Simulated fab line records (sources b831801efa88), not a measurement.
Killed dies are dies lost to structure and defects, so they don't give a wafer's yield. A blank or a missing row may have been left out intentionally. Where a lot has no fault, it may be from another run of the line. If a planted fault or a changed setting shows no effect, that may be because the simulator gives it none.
Which tool is to blame? :: flow gf180mcu :: 42 wafers from 14 lots sampled at 4 of the route's 602 steps

WHAT EACH GAUGE READ, for each wafer
GF_V1_THK_MEAS_03. Usual: V1_CVD_02_THK gives 850 nm (standard deviation 13).
lot: L191
measured: day 17 01:04
on: film-metro-03
V1_CVD_02_THK (nm): 852 850 871
flag: 

lot: L192
measured: day 18 03:31
on: film-metro-04
V1_CVD_02_THK (nm): 832 855 841
flag: 

lot: L195
measured: day 18 23:46
on: film-metro-02
V1_CVD_02_THK (nm): 832 831 856
flag: 

lot: L196
measured: day 19 11:23
on: film-metro-03
V1_CVD_02_THK (nm): 842 847 857
flag: 

lot: L206
measured: day 22 17:03
on: film-metro-02
V1_CVD_02_THK (nm): 839 828 847
flag: 

lot: L207
measured: day 22 23:42
on: film-metro-03
V1_CVD_02_THK (nm): 842 839 857
flag: 

lot: L208
measured: day 23 05:13
on: film-metro-04
V1_CVD_02_THK (nm): 839 852 867
flag: 

lot: L209
measured: day 23 19:19
on: film-metro-03
V1_CVD_02_THK (nm): 846 840 855
flag: 

lot: L211
measured: day 24 11:37
on: film-metro-03
V1_CVD_02_THK (nm): 845 830 843
flag: 

lot: L212
measured: day 24 18:34
on: film-metro-04
V1_CVD_02_THK (nm): 861 868 869
flag: 

lot: L213
measured: day 24 21:37
on: film-metro-03
V1_CVD_02_THK (nm): 831 829 838
flag: 

lot: L214
measured: day 25 03:43
on: film-metro-04
V1_CVD_02_THK (nm): 839 843 862
flag: 

GF_V1_BOW_MEAS_05. Usual: V1_BOW gives 83 um (standard deviation 8.6).
lot: L191
measured: day 17 01:26
on: film-metro-03
V1_BOW (um): 83 94 88
flag: 

lot: L192
measured: day 18 03:53
on: film-metro-03
V1_BOW (um): 91 97 89
flag: 

lot: L195
measured: day 19 00:07
on: film-metro-03
V1_BOW (um): 85 78 80
flag: 

lot: L196
measured: day 19 11:45
on: film-metro-02
V1_BOW (um): 92 76 91
flag: 

lot: L206
measured: day 22 17:25
on: film-metro-02
V1_BOW (um): 96 92 91
flag: 

lot: L207
measured: day 23 00:04
on: film-metro-03
V1_BOW (um): 52 87 98
flag: 

lot: L208
measured: day 23 05:34
on: film-metro-02
V1_BOW (um): 76 92 83
flag: 

lot: L209
measured: day 23 19:40
on: film-metro-02
V1_BOW (um): 93 90 95
flag: 

lot: L211
measured: day 24 11:58
on: film-metro-04
V1_BOW (um): 79 83 86
flag: 

lot: L212
measured: day 24 18:58
on: film-metro-02
V1_BOW (um): 84 80 74
flag: 

lot: L213
measured: day 24 22:00
on: film-metro-03
V1_BOW (um): 81 74 80
flag: 

lot: L214
measured: day 25 04:07
on: film-metro-04
V1_BOW (um): 89 93 90
flag: 

WHAT TOOL EACH LOT RAN ON (gives the tool, then ch and the chambers of the sampled wafers, and finally the start)
lot: L191
GF_STI_STRIP_15: plasma-asher-03 ch 0,1, day 2 01:04
GF_M1_SPUTTER_03: pvd-sputter-04, day 16 01:45

lot: L192
GF_STI_STRIP_15: plasma-asher-01 ch 0,1, day 2 07:05
GF_M1_SPUTTER_03: pvd-sputter-01, day 17 03:52

lot: L195
GF_STI_STRIP_15: plasma-asher-03 ch 0,1, day 2 21:13
GF_M1_SPUTTER_03: pvd-sputter-01, day 17 23:26

lot: L196
GF_STI_STRIP_15: plasma-asher-03 ch 0,1, day 3 05:59
GF_M1_SPUTTER_03: pvd-sputter-01, day 18 09:51

lot: L199
GF_STI_STRIP_15: plasma-asher-03 ch 0,1, day 3 19:29
GF_M1_SPUTTER_03: -

lot: L200
GF_STI_STRIP_15: plasma-asher-01 ch 0,1, day 4 02:20
GF_M1_SPUTTER_03: -

lot: L206
GF_STI_STRIP_15: plasma-asher-03 ch 0, day 5 06:44
GF_M1_SPUTTER_03: pvd-sputter-02, day 21 16:37

lot: L207
GF_STI_STRIP_15: plasma-asher-01 ch 1, day 5 12:35
GF_M1_SPUTTER_03: pvd-sputter-04, day 21 23:26

lot: L208
GF_STI_STRIP_15: plasma-asher-03 ch 0,1, day 5 16:02
GF_M1_SPUTTER_03: pvd-sputter-01, day 22 05:21

lot: L209
GF_STI_STRIP_15: plasma-asher-01 ch 0,1, day 5 22:14
GF_M1_SPUTTER_03: pvd-sputter-01, day 22 19:59

lot: L211
GF_STI_STRIP_15: plasma-asher-01 ch 0,1, day 6 08:41
GF_M1_SPUTTER_03: pvd-sputter-04, day 23 12:33

lot: L212
GF_STI_STRIP_15: plasma-asher-01 ch 0,1, day 6 13:58
GF_M1_SPUTTER_03: pvd-sputter-02, day 23 19:08

lot: L213
GF_STI_STRIP_15: plasma-asher-03 ch 1, day 6 19:32
GF_M1_SPUTTER_03: pvd-sputter-01, day 23 23:04

lot: L214
GF_STI_STRIP_15: plasma-asher-01 ch 0,1, day 7 00:35
GF_M1_SPUTTER_03: pvd-sputter-02, day 24 05:02
- GF_STI_STRIP_15: strips in O2/N2.
- GF_M1_SPUTTER_03: material Ti, target thk 10 nm, time 6.7 s.

AS READ BY THE TOOLS THEMSELVES (means over the sampled wafers that have a number; for cases with no such wafer, the mark the record gives instead)
GF_STI_STRIP_15. Usual: chamber-pressure-mTorr 1500.1 mTorr, standard deviation 1.3; drypump-motor-current-A 5.8 A, standard deviation 0.44; heater-power-w 322 W, standard deviation 41; oes-product-au 0.384 a.u., standard deviation 0.0053; strip-time-to-endpoint-s 3.75 s, standard deviation 0.051.
lot: L191
tool: plasma-asher-03
chamber-pressure-mTorr (mTorr): 1499.5
drypump-motor-current-A (A): 5.9
heater-power-w (W): 335
oes-product-au (a.u.): 0.384
strip-time-to-endpoint-s (s): 3.74
flag: 

lot: L192
tool: plasma-asher-01
chamber-pressure-mTorr (mTorr): 1500.7
drypump-motor-current-A (A): 5.7
heater-power-w (W): 301
oes-product-au (a.u.): 0.383
strip-time-to-endpoint-s (s): 3.69
flag: 

lot: L195
tool: plasma-asher-03
chamber-pressure-mTorr (mTorr): 1500.7
drypump-motor-current-A (A): 6.2
heater-power-w (W): 313
oes-product-au (a.u.): 0.381
strip-time-to-endpoint-s (s): 3.68
flag: 

lot: L196
tool: plasma-asher-03
chamber-pressure-mTorr (mTorr): 1500.3
drypump-motor-current-A (A): 6.2
heater-power-w (W): 314
oes-product-au (a.u.): 0.392
strip-time-to-endpoint-s (s): 3.81
flag: 

lot: L199
tool: plasma-asher-03
chamber-pressure-mTorr (mTorr): -
drypump-motor-current-A (A): -
heater-power-w (W): -
oes-product-au (a.u.): -
strip-time-to-endpoint-s (s): -
flag: OFF

lot: L200
tool: plasma-asher-01
chamber-pressure-mTorr (mTorr): -
drypump-motor-current-A (A): -
heater-power-w (W): -
oes-product-au (a.u.): -
strip-time-to-endpoint-s (s): -
flag: OFF

lot: L206
tool: plasma-asher-03
chamber-pressure-mTorr (mTorr): 1501.2
drypump-motor-current-A (A): 6.6
heater-power-w (W): 288
oes-product-au (a.u.): 0.388
strip-time-to-endpoint-s (s): 3.79
flag: 

lot: L207
tool: plasma-asher-01
chamber-pressure-mTorr (mTorr): 1499.9
drypump-motor-current-A (A): 5.6
heater-power-w (W): 307
oes-product-au (a.u.): 0.384
strip-time-to-endpoint-s (s): 3.78
flag: 

lot: L208
tool: plasma-asher-03
chamber-pressure-mTorr (mTorr): 1499.3
drypump-motor-current-A (A): 6.2
heater-power-w (W): 311
oes-product-au (a.u.): 0.388
strip-time-to-endpoint-s (s): 3.76
flag: 

lot: L209
tool: plasma-asher-01
chamber-pressure-mTorr (mTorr): 1501.6
drypump-motor-current-A (A): 5.9
heater-power-w (W): 300
oes-product-au (a.u.): 0.385
strip-time-to-endpoint-s (s): 3.79
flag: 

lot: L211
tool: plasma-asher-01
chamber-pressure-mTorr (mTorr): 1500.7
drypump-motor-current-A (A): 5.9
heater-power-w (W): 301
oes-product-au (a.u.): 0.382
strip-time-to-endpoint-s (s): 3.74
flag: 

lot: L212
tool: plasma-asher-01
chamber-pressure-mTorr (mTorr): 1500.8
drypump-motor-current-A (A): 5.9
heater-power-w (W): 301
oes-product-au (a.u.): 0.383
strip-time-to-endpoint-s (s): 3.76
flag: 

lot: L213
tool: plasma-asher-03
chamber-pressure-mTorr (mTorr): 1499.5
drypump-motor-current-A (A): 5.5
heater-power-w (W): 350
oes-product-au (a.u.): 0.386
strip-time-to-endpoint-s (s): 3.74
flag: 

lot: L214
tool: plasma-asher-01
chamber-pressure-mTorr (mTorr): 1499.8
drypump-motor-current-A (A): 5.7
heater-power-w (W): 303
oes-product-au (a.u.): 0.386
strip-time-to-endpoint-s (s): 3.74
flag: 

GF_M1_SPUTTER_03. Usual: 30.3 % for throttle-valve-pct, sd 1.1.
lot: L191
tool: pvd-sputter-04
throttle-valve-pct (%): 30.1
flag: 

lot: L192
tool: pvd-sputter-01
throttle-valve-pct (%): 31.2
flag: 

lot: L195
tool: pvd-sputter-01
throttle-valve-pct (%): 30.7
flag: 

lot: L196
tool: pvd-sputter-01
throttle-valve-pct (%): 30.5
flag: 

lot: L206
tool: pvd-sputter-02
throttle-valve-pct (%): 29.8
flag: 

lot: L207
tool: pvd-sputter-04
throttle-valve-pct (%): 29.9
flag: 

lot: L208
tool: pvd-sputter-01
throttle-valve-pct (%): 30.8
flag: 

lot: L209
tool: pvd-sputter-01
throttle-valve-pct (%): 30.4
flag: 

lot: L211
tool: pvd-sputter-04
throttle-valve-pct (%): 29.5
flag: 

lot: L212
tool: pvd-sputter-02
throttle-valve-pct (%): 30.0
flag: 

lot: L213
tool: pvd-sputter-01
throttle-valve-pct (%): 31.2
flag: 

lot: L214
tool: pvd-sputter-02
throttle-valve-pct (%): 30.4
flag: 

THE ANSWER, worked out from the rows above alone
Rule: take the mean of a lot's wafers that have a number; if it is more than 3 standard deviations from the usual mean, the lot is off. Also off: a lot with no number at a reading for which 4 or more lots have one. All remaining lots with rows at the step are treated as sound. The gauges are gone through in route order, then the tools' own readings, and for those a lot's mean is taken as printed above. At the first step where some lot is off, the reading lying furthest off is the one used; lots without a number count as furthest.
Off: L199, L200, at GF_STI_STRIP_15 (chamber-pressure-mTorr). Without a number there: L199, L200.
A tool fits if, at that step or a process step before it, it ran every lot that is off, and no sound lot after the first of them. Not one of the candidates tried fits.

WHAT THE SIMULATOR PUT IN
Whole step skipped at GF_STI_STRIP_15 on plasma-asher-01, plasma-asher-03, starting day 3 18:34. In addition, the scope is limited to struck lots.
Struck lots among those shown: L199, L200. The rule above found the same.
